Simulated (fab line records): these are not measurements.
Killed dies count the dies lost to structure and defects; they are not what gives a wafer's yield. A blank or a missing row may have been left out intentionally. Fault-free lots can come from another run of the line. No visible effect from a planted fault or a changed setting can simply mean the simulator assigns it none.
fab line records | flow gf180mcu | part 1 of 2: steps 1 to 28 of 38
record: lots: 5 wafers: 15 lastDay: 35
route steps=602 shown SAB@277 SALICIDE@278 CONTACT@287
lots that met no fault: from a run of the same line without faults
startH: hours from the record's first day to the start of the lot's first wafer shown | waitH: hours elapsed since this lot's preceding step | " identical to the entry in the row above | L1.1+2: a row that stands for several wafers | - no value present, or no start provided | * or withheld: withheld | < > ~ a bound
route shown NAME@n: a module of which the file shows steps, and the number in the route of the first | usual: the fault-free wafers' mean and standard deviation | same: alike in all rows | chamber/n: place in a boat | sites: per-site readings | _std_site: how widely they spread, as a standard deviation | _edge_site: mean of outer sites minus mean of inner sites | radiusMm: for every site, how far away it sits from the centre of the wafer | mask NAME#n: copy n | behind: tool/chamber where the wafer was last shaped | hold: the reason the lot was held/the length of the hold in hours/how it ended | device: the transistor (n, p or np) that didn't switch | end of line: tests run on the same wafers once the route is complete | a step given without rows: its recipe and nothing more | killed: count of dies lost to structure and defects at first sort (not the wafer's yield) | map: shows each die of a wafer: x if killed, . if not, _ if none is there
set.NAME: the setting as run; set.NAME@STEP: as run at that earlier step | model.NAME: the simulator's own value behind a step, which no gauge read
certain route steps with their lots: each step a table, each wafer a row
services: a tool's chamber out of use, with start hour (startH, from the record's first day; less than 0 if before it), hours out, and reason
== steps ==
step: GF_SAB_STRIP_13
recipe: chemistry: O2/N2 powerW: 1400 pressureMtorr: 1500 platenTempC: 250 o2FlowSccm: 3000 n2FlowSccm: 300 overashFraction: 0.5
usual: drypumpMotorCurrentA: 5.9/0.42 heaterPowerW: 345/32 oesProductAu: 0.709/0.0046 stripTimeToEndpointS: 12.60/0.035
columns lot.wafer tool chamber startH waitH drypumpMotorCurrentA heaterPowerW oesProductAu rfHoursCounterH stripTimeToEndpointS
L076.1 plasmaAsher-02 0 361.50 0.0 5.8 393 0.708 23 12.59
L076.3 " 1 " " 5.9 384 0.703 - 12.64
L076.4 " 0 " " 5.8 402 0.711 - 12.60
L078.1 plasmaAsher-03 0 378.02 0.0 5.7 314 0.716 71 12.57
L078.5 " 0 " " 5.7 315 0.703 - 12.52
L078.6 " 1 " " 6.5 295 0.704 - 12.56
L089.1 plasmaAsher-03 1 474.99 0.0 6.4 321 0.711 5 12.65
L089.4 " 0 " " 5.6 328 0.708 - 12.60
L089.6 " 1 " " 6.4 320 0.711 - 12.58
L092.2 plasmaAsher-02 1 494.62 0.0 5.9 388 0.722 33 12.52
L092.3 " 0 " " 5.8 395 0.712 - 12.61
L092.4 " 1 " " 5.9 383 0.718 - 12.57
L097.1 plasmaAsher-03 1 536.46 0.0 6.5 328 0.715 11 12.58
L097.2 " 0 " " 5.7 325 0.716 11 12.54
L097.4 " 0 " " 5.7 316 0.710 - 12.57
step: GF_SALICIDE_CLEAN_00
recipe: chemistry: SC1/SC2 mix: 1:4:20 tempC: 70 timeS: 150
columns lot.wafer tool chamber startH waitH
L076.1+3+4 wetBench-02 0 361.60 0.1
L078.1+5+6 wetBench-03 2 378.12 0.1
L089.1+4+6 wetBench-02 1 475.09 0.1
L092.2+3+4 wetBench-04 0 494.72 0.1
L097.1+2+4 wetBench-03 2 536.56 0.1
step: GF_SALICIDE_WET_ETCH_01
recipe: chemistry: dHF targetDepthNm: 5 dry: ipaMarangoni target: SiO2 tempC: 25 dilution: 100:1 timeS: 100
columns lot.wafer tool chamber startH waitH
L076.1+3+4 wetBench-03 3 361.65 0.0
L078.1+5+6 wetBench-04 0 378.17 0.0
L089.1+4+6 wetBench-04 3 475.14 0.0
L092.2+3+4 wetBench-03 0 494.77 0.0
L097.1+2+4 wetBench-02 0 536.66 0.0
step: GF_SALICIDE_SPUTTER_02
recipe: material: Co targetThkNm: 10 powerW: 1000 timeS: 20 chamberPressurePa: 0.4
usual: throttleValvePct: 30.0/0.78
columns lot.wafer tool chamber startH waitH throttleValvePct
L076.1 pvdSputter-02 - 361.69 0.0 30.0
L076.3 " - " " 30.1
L076.4 " - " " 30.6
L078.1 pvdSputter-01 - 378.21 0.0 31.0
L078.5 " - " " 29.7
L078.6 " - " " 31.1
L089.1 pvdSputter-01 - 475.18 0.0 30.8
L089.4 " - " " 31.2
L089.6 " - " " 30.3
L092.2 pvdSputter-01 - 494.82 0.0 30.0
L092.3 " - " " 31.0
L092.4 " - " " 30.9
L097.1 pvdSputter-03 - 536.70 0.0 29.3
L097.2 " - " " 28.7
L097.4 " - " " 30.7
step: GF_SALICIDE_SPUTTER_03
recipe: material: TiN targetThkNm: 20 powerW: 6500 timeS: 16.7 chamberPressurePa: 0.4
usual: throttleValvePct: 30.0/0.75
columns lot.wafer tool chamber startH waitH throttleValvePct
L076.1 pvdSputter-02 - 361.72 0.0 29.8
L076.3 " - " " 29.9
L076.4 " - " " 30.4
L078.1 pvdSputter-01 - 378.23 0.0 30.8
L078.5 " - " " 29.5
L078.6 " - " " 31.0
L089.1 pvdSputter-01 - 475.21 0.0 31.0
L089.4 " - " " 30.9
L089.6 " - " " 30.2
L092.2 pvdSputter-01 - 494.84 0.0 30.1
L092.3 " - " " 31.2
L092.4 " - " " 31.1
L097.1 pvdSputter-03 - 536.73 0.0 29.3
L097.2 " - " " 28.6
L097.4 " - " " 30.9
step: GF_SALICIDE_RS_MEAS_04
recipe: thkMeasGauge: four-point-probe reads: TiN_of_SALICIDE_SPUTTER_03+Co_of_SALICIDE_SPUTTER_02
usual: SALICIDE_TIN_RS: 16.29/0.28
columns lot.wafer tool chamber startH waitH SALICIDE_TIN_RS[ohm/sq]
L076.1 filmMetro-01 - 361.74 0.0 16.10
L076.3 " - " " 16.44
L076.4 " - " " 16.32
L078.1 filmMetro-02 - 378.26 0.0 16.48
L078.5 " - " " 16.38
L078.6 " - " " 16.54
L089.1 filmMetro-03 - 475.23 0.0 15.92
L089.4 " - " " 16.15
L089.6 " - " " 16.08
L092.2 filmMetro-02 - 494.89 0.0 16.44
L092.3 " - " " 16.59
L092.4 " - " " 16.21
L097.1 filmMetro-01 - 536.75 0.0 16.51
L097.2 " - " " 16.35
L097.4 " - " " 15.91
step: GF_SALICIDE_THK_MEAS_05
recipe: thkMeasGauge: xrf reads: TiN_of_SALICIDE_SPUTTER_03
usual: SALICIDE_TIN_THK: 19.95/0.27
columns lot.wafer tool chamber startH waitH SALICIDE_TIN_THK[nm]
L076.1 filmMetro-01 - 361.86 0.1 19.65
L076.3 " - " " 19.84
L076.4 " - " " 19.39
L078.1 filmMetro-02 - 378.38 0.1 19.80
L078.5 " - " " 19.95
L078.6 " - " " 19.60
L089.1 filmMetro-03 - 475.35 0.1 19.94
L089.4 " - " " 19.95
L089.6 " - " " 19.92
L092.2 filmMetro-02 - 495.00 0.1 19.86
L092.3 " - " " 19.66
L092.4 " - " " 19.69
L097.1 filmMetro-01 - 536.87 0.1 20.18
L097.2 " - " " 20.04
L097.4 " - " " 20.58
step: GF_SALICIDE_RTA_06
recipe: tempC: 530 timeS: 30 ambient: N2
usual: annealTempCMax: 532.0/0.43 lampPowerPct: 5.73/0.25 wafer_temp_C_max: 533.1/0.63
columns lot.wafer tool chamber startH waitH annealTempCMax lampPowerPct wafer_temp_C_max
L076.1 rtpAnneal-01 0 361.92 0.1 531.3 5.38 532.7
L076.3 " 0 " " 531.6 5.38 533.5
L076.4 " 0 " " 531.5 5.38 532.8
L078.1 rtpAnneal-02 0 378.44 0.1 531.8 5.90 533.2
L078.5 " 0 " " 531.8 5.90 533.2
L078.6 " 0 " " 531.3 5.90 532.3
L089.1 rtpAnneal-02 0 475.41 0.1 532.4 5.90 533.3
L089.4 " 0 " " 532.0 5.90 532.5
L089.6 " 0 " " 533.1 5.90 533.4
L092.2 rtpAnneal-01 0 495.07 0.1 531.8 5.38 534.3
L092.3 " 0 " " 531.7 5.38 532.4
L092.4 " 0 " " 531.5 5.37 532.3
L097.1 rtpAnneal-01 0 536.93 0.1 532.5 5.38 534.1
L097.2 " 0 " " 531.6 5.38 534.3
L097.4 " 0 " " 532.0 5.38 533.4
step: GF_SALICIDE_WET_ETCH_07
recipe: chemistry: SPM targetDepthNm: 120 dry: n2Spin
columns lot.wafer tool chamber startH waitH
L076.1+3+4 wetBench-02 1 362.02 0.1
L078.1+5+6 wetBench-03 3 378.54 0.1
L089.1+4+6 wetBench-03 3 475.51 0.1
L092.2+3+4 wetBench-04 2 495.15 0.1
L097.1+2+4 wetBench-04 0 537.03 0.1
step: GF_SALICIDE_RTA_08
recipe: tempC: 800 timeS: 30 ambient: N2
usual: annealTempCMax: 802.8/0.58 lampPowerPct: 15.4/0.68 wafer_temp_C_max: 805.0/1.1
columns lot.wafer tool chamber startH waitH annealTempCMax lampPowerPct wafer_temp_C_max
L076.1 rtpAnneal-02 0 362.11 0.0 803.7 16.4 804.0
L076.3 " 0 " " 804.7 16.4 803.3
L076.4 " 0 " " 803.2 16.3 804.6
L078.1 rtpAnneal-02 0 378.63 0.0 803.3 16.4 803.5
L078.5 " 0 " " 803.4 16.4 804.5
L078.6 " 0 " " 802.9 16.4 804.0
L089.1 rtpAnneal-01 0 475.60 0.0 803.7 14.9 805.0
L089.4 " 0 " " 802.9 14.9 806.2
L089.6 " 0 " " 801.9 15.0 803.7
L092.2 rtpAnneal-02 0 495.27 0.0 802.7 16.4 805.8
L092.3 " 0 " " 803.0 16.4 804.4
L092.4 " 0 " " 803.0 16.4 804.4
L097.1 rtpAnneal-02 0 537.13 0.0 803.9 16.4 802.9
L097.2 " 0 " " 803.1 16.4 804.3
L097.4 " 0 " " 803.4 16.4 804.1
step: GF_CONTACT_CVD_00
recipe: material: SiO2 targetThkNm: 300 sigmaOpenFrac: 0.3 tempC: 400 timeS: 50 sih4FlowSccm: 60 pressureMtorr: 6
usual: pressureMtorr: 6.001/0.012
columns lot.wafer tool chamber startH waitH pressureMtorr
L076.1 hdpcvd-01 0 362.21 0.1 5.995
L076.3 " 2 " " 5.999
L076.4 " 1 " " 6.027
L078.1 hdpcvd-01 1 378.73 0.1 5.986
L078.5 " 1 " " 6.006
L078.6 " 2 " " 5.961
L089.1 hdpcvd-02 2 475.70 0.1 5.997
L089.4 " 1 " " 6.009
L089.6 " 2 " " 6.001
L092.2 hdpcvd-02 0 495.35 0.1 5.978
L092.3 " 2 " " 5.992
L092.4 " 2 " " 6.006
L097.1 hdpcvd-01 1 537.33 0.2 6.010
L097.2 " 2 " " 5.975
L097.4 " 0 " " 5.992
step: GF_CONTACT_THK_MEAS_01
recipe: reads: SiO2_of_CONTACT_CVD_00
usual: CONTACT_CVD_00_THK: 299.3/2.4
columns lot.wafer tool chamber startH waitH CONTACT_CVD_00_THK[nm]
L076.1 filmMetro-04 - 362.26 0.0 297.9
L076.3 " - " " 297.7
L076.4 " - " " 299.0
L078.1 filmMetro-03 - 378.78 0.0 298.1
L078.5 " - " " 295.7
L078.6 " - " " 298.2
L089.1 filmMetro-04 - 475.75 0.0 295.9
L089.4 " - " " 298.6
L089.6 " - " " 297.3
L092.2 filmMetro-03 - 495.40 0.0 301.3
L092.3 " - " " 296.6
L092.4 " - " " 296.7
L097.1 filmMetro-03 - 537.37 0.0 301.9
L097.2 " - " " 299.1
L097.4 " - " " 301.9
step: GF_CONTACT_CVD_02
recipe: material: SiO2 targetThkNm: 860 precursor: TEOS tempC: 400 timeS: 95.992 rfW: 600
usual: heaterPowerOuterW: 387/49 heaterPowerW: 642/74
columns lot.wafer tool chamber startH waitH heaterPowerOuterW heaterPowerW
L076.1 pecvd-04 0 362.32 0.1 354 599
L076.3 " 1 " " 381 612
L076.4 " 0 " " 396 641
L078.1 pecvd-03 0 378.84 0.1 373 659
L078.5 " 0 " " 411 714
L078.6 " 2 " " 457 738
L089.1 pecvd-03 2 475.81 0.1 451 706
L089.4 " 1 " " 423 782
L089.6 " 0 " " 419 728
L092.2 pecvd-04 1 495.45 0.0 400 645
L092.3 " 0 " " 374 619
L092.4 " 2 " " 462 697
L097.1 pecvd-04 1 537.43 0.1 416 652
L097.2 " 0 " " 412 641
L097.4 " 2 " " 373 590
step: GF_CONTACT_THK_MEAS_03
recipe: reads: SiO2_of_CONTACT_CVD_02
usual: CONTACT_CVD_02_THK: 858/12
columns lot.wafer tool chamber startH waitH CONTACT_CVD_02_THK[nm]
L076.1 filmMetro-03 - 362.39 0.0 850
L076.3 " - " " 867
L076.4 " - " " 858
L078.1 filmMetro-01 - 378.91 0.0 853
L078.5 " - " " 866
L078.6 " - " " 878
L089.1 filmMetro-01 - 475.88 0.0 866
L089.4 " - " " 869
L089.6 " - " " 869
L092.2 filmMetro-04 - 495.53 0.0 843
L092.3 " - " " 843
L092.4 " - " " 843
L097.1 filmMetro-03 - 537.50 0.0 847
L097.2 " - " " 838
L097.4 " - " " 853
step: GF_CONTACT_CMP_04
recipe: material: SiO2 downForcePsi: 4 platenRpm: 60 padVelocityMS: 0.94248
usual: motorCurrentA: 11.0/1.5 slurryFlowMlMin: 150.0/0.48 timeToEndpointS: 109/7.7
columns lot.wafer tool chamber startH waitH motorCurrentA slurryFlowMlMin timeToEndpointS
L076.3 cmp-01 3 362.45 0.0 11.7 150.1 111
L076.4 " 1 " " 11.2 149.8 115
L076.1 " 2 " " 9.2 150.5 114
L078.1 cmp-02 3 379.07 0.1 12.4 149.9 106
L078.6 " 1 " " 12.6 149.9 115
L078.5 " 2 " " 9.9 149.8 108
L089.4 cmp-01 0 475.99 0.1 10.2 150.4 114
L089.1 " 1 " " 11.6 149.2 105
L089.6 " 0 " " 10.7 150.4 115
L092.3 cmp-02 2 495.63 0.1 10.3 149.7 104
L092.4 " 3 " " 13.1 150.4 106
L092.2 " 0 " " 8.6 149.6 111
L097.2 cmp-01 2 537.56 0.0 9.2 149.7 100
L097.1 " 3 " " 11.5 150.6 98
L097.4 " 0 " " 10.4 149.6 112
step: GF_CONTACT_BOW_MEAS_05
recipe: mode: bow
usual: CONTACT_BOW: 66/6.6
columns lot.wafer tool chamber startH waitH CONTACT_BOW[um]
L076.1 filmMetro-01 - 362.75 0.1 62
L076.3 " - " " 61
L076.4 " - " " 60
L078.1 filmMetro-04 - 379.27 0.1 63
L078.5 " - " " 71
L078.6 " - " " 64
L089.1 filmMetro-03 - 476.24 0.1 69
L089.4 " - " " 57
L089.6 " - " " 68
L092.2 filmMetro-03 - 495.90 0.1 67
L092.3 " - " " 63
L092.4 " - " " 74
L097.1 filmMetro-04 - 537.91 0.2 69
L097.2 " - " " 61
L097.4 " - " " 74
step: GF_CONTACT_DEHYDRATE_06
recipe: tempC: 200 timeS: 60
columns lot.wafer tool chamber startH waitH
L076.1+3+4 lithoTrack-04 0 373.71 10.9
L078.1+5+6 lithoTrack-04 0 388.71 9.4
L089.1+4+6 lithoTrack-04 0 487.16 10.9
L092.2+3+4 lithoTrack-01 0 506.75 10.8
L097.1+2+4 lithoTrack-04 0 548.66 10.7
step: GF_CONTACT_HMDS_07
recipe: primeTimeS: 60 primeTempC: 120
usual: primeTempC: 120.01/0.12
columns lot.wafer tool chamber startH waitH primeTempC
L076.1 lithoTrack-04 0 373.86 0.1 119.99
L076.3 " 0 " " 120.08
L076.4 " 0 " " 119.95
L078.1 lithoTrack-04 0 388.86 0.1 120.30
L078.5 " 0 " " 120.02
L078.6 " 0 " " 120.01
L089.1 lithoTrack-04 0 487.31 0.1 119.96
L089.4 " 0 " " 119.82
L089.6 " 0 " " 119.91
L092.2 lithoTrack-01 0 506.90 0.1 120.08
L092.3 " 0 " " 119.97
L092.4 " 0 " " 120.10
L097.1 lithoTrack-04 0 548.81 0.1 120.11
L097.2 " 0 " " 119.96
L097.4 " 0 " " 120.13
step: GF_CONTACT_COAT_08
recipe: resist: BARC tempC: withheld timeS: withheld spinRpm: withheld resistThkNm: withheld
columns lot.wafer tool chamber startH waitH
L076.1+3+4 lithoTrack-04 0 374.01 0.1
L078.1+5+6 lithoTrack-04 0 389.01 0.1
L089.1+4+6 lithoTrack-04 0 487.46 0.1
L092.2+3+4 lithoTrack-01 0 507.05 0.1
L097.1+2+4 lithoTrack-04 0 548.96 0.1
step: GF_CONTACT_COAT_09
recipe: resist: KrF spinRpm: withheld resistThkNm: 1000
columns lot.wafer tool chamber startH waitH
L076.1+3+4 lithoTrack-04 0 - -
L078.1+5+6 lithoTrack-04 0 - -
L089.1+4+6 lithoTrack-04 0 - -
L092.2+3+4 lithoTrack-01 0 - -
L097.1+2+4 lithoTrack-04 0 - -
step: GF_CONTACT_SOFTBAKE_10
recipe: tempC: 130 timeS: 60 resist: KrF
columns lot.wafer tool chamber startH waitH
L076.1+3+4 lithoTrack-04 0 - -
L078.1+5+6 lithoTrack-04 0 - -
L089.1+4+6 lithoTrack-04 0 - -
L092.2+3+4 lithoTrack-01 0 - -
L097.1+2+4 lithoTrack-04 0 - -
step: GF_CONTACT_EXPOSE_11
recipe: maskId: Contact targetCdNm: 220 na: 0.68 sourceShape: conventional sigmaOuter: 0.6 doseMj: 38
usual: focusOffsetNm: 0.1/0.52
columns lot.wafer tool chamber startH waitH mask focusOffsetNm
L076.1 krfScanner-01 0 - - Contact#0 -0.4
L076.3 " 0 " " Contact#0 0.3
L076.4 " 0 " " Contact#0 -0.3
L078.1 krfScanner-02 0 - - Contact#0 -0.6
L078.5 " 0 " " Contact#0 0.0
L078.6 " 0 " " Contact#0 -0.8
L089.1 krfScanner-02 0 - - Contact#0 0.3
L089.4 " 0 " " Contact#0 0.0
L089.6 " 0 " " Contact#0 -0.7
L092.2 krfScanner-02 0 - - Contact#0 0.0
L092.3 " 0 " " Contact#0 -0.2
L092.4 " 0 " " Contact#0 -0.6
L097.1 krfScanner-02 0 - - Contact#0 -0.1
L097.2 " 0 " " Contact#0 0.7
L097.4 " 0 " " Contact#0 -0.4
step: GF_CONTACT_PEB_12
recipe: pebTempC: 135 pebTimeS: 90 resist: KrF
same: pebTimeS: 90
columns lot.wafer tool chamber startH waitH
L076.1+3+4 lithoTrack-03 0 - -
L078.1+5+6 lithoTrack-01 0 - -
L089.1+4+6 lithoTrack-01 0 - -
L092.2+3+4 lithoTrack-03 0 - -
L097.1+2+4 lithoTrack-03 0 - -
step: GF_CONTACT_DEVELOP_13
recipe: developTimeS: 60 resist: KrF devTempC: 21
columns lot.wafer tool chamber startH waitH
L076.1+3+4 lithoTrack-03 0 385.11 0.2
L078.1+5+6 lithoTrack-01 0 400.68 0.2
L089.1+4+6 lithoTrack-01 0 499.73 0.2
L092.2+3+4 lithoTrack-03 0 518.64 0.2
L097.1+2+4 lithoTrack-03 0 560.21 0.2
step: GF_CONTACT_CD_MEAS_14
recipe: targetCdNm: 220
usual: cdNm: 219.7/1.4
columns lot.wafer tool chamber startH waitH cdNm
L076.1 cdSem-01 - 385.26 0.1 219.8
L076.3 " - " " 219.2
L076.4 " - " " 218.5
L078.1 cdSem-02 - 400.83 0.1 217.9
L078.5 " - " " 219.9
L078.6 " - " " 217.3
L089.1 cdSem-02 - 499.88 0.1 219.8
L089.4 " - " " 219.7
L089.6 " - " " 220.4
L092.2 cdSem-02 - 518.78 0.1 219.5
L092.3 " - " " 220.1
L092.4 " - " " 219.7
L097.1 cdSem-01 - 560.36 0.1 220.2
L097.2 " - " " 219.7
L097.4 " - " " 220.8
step: GF_CONTACT_OVL_MEAS_15
usual: CONTACT_OVL: 0/5.7
columns lot.wafer tool chamber startH waitH CONTACT_OVL[nm]
L076.1 overlay-02 - 385.38 0.1 -6
L076.3 " - " " -5
L076.4 " - " " -7
L078.1 overlay-02 - 400.95 0.1 5
L078.5 " - " " 1
L078.6 " - " " -10
L089.1 overlay-02 - 500.00 0.1 -3
L089.4 " - " " -1
L089.6 " - " " -7
L092.2 overlay-01 - 518.89 0.1 -4
L092.3 " - " " 1
L092.4 " - " " 0
L097.1 overlay-02 - 560.48 0.1 -3
L097.2 " - " " 0
L097.4 " - " " 2
step: GF_CONTACT_ETCH_16
recipe: chemistry: N2/H2 targetDepthA: withheld overetchA: withheld timeS: withheld target: BARC ionEnergyEv: 200 sourceW: 500 biasW: 103.1 pressureMtorr: 30 n2FlowSccm: 100 h2FlowSccm: 200
usual: drypumpMotorCurrentA: 5.6/0.37 oesProductAu: 0.855/0.005 throttleValvePct: 13.223/0.01
columns lot.wafer tool chamber startH waitH drypumpMotorCurrentA oesProductAu throttleValvePct
L076.1 rieDiel-02 0 385.42 0.0 6.1 0.855 13.225
L076.3 " 2 " " 4.9 0.853 13.228
L076.4 " 0 " " 6.1 0.861 13.225
L078.1 rieDiel-04 3 400.99 0.0 5.3 0.854 13.225
L078.5 " 3 " " 5.3 0.856 13.225
L078.6 " 2 " " 5.4 0.855 13.229
L089.1 rieDiel-02 3 500.04 0.0 6.0 0.845 13.224
L089.4 " 2 " " 4.9 0.856 13.199
L089.6 " 0 " " 6.1 0.862 13.216
L092.2 rieDiel-03 1 518.92 0.0 5.6 0.858 13.210
L092.3 " 2 " " 6.0 0.857 13.225
L092.4 " 3 " " 5.9 0.861 13.209
L097.1 rieDiel-04 0 560.52 0.0 5.5 0.857 13.220
L097.2 " 3 " " 5.3 0.849 13.213
L097.4 " 2 " " 5.5 0.853 13.221
step: GF_CONTACT_ETCH_17
recipe: chemistry: C4F8/O2/Ar maskMaterial: KrF target: SiO2 stopOn: CoSi2 sourceW: 1500 biasW: 1200 pressureMtorr: 40 c4f8FlowSccm: withheld O2_flow_sccm: 6 Ar_flow_sccm: 300 timeS: withheld targetDepthA: 8600
usual: oesProductAu: 0.815/0.0046
columns lot.wafer tool chamber startH waitH oesProductAu
L076.1 rieDiel-02 0 - - 0.813
L076.3 " 2 " " 0.810
L076.4 " 0 " " 0.813
L078.1 rieDiel-04 3 - - 0.816
L078.5 " 3 " " 0.812
L078.6 " 2 " " 0.818
L089.1 rieDiel-02 3 - - 0.815
L089.4 " 2 " " 0.811
L089.6 " 0 " " 0.816
L092.2 rieDiel-03 1 - - 0.808
L092.3 " 2 " " 0.812
L092.4 " 3 " " 0.808
L097.1 rieDiel-04 0 - - 0.805
L097.2 " 3 " " 0.811
L097.4 " 2 " " 0.815
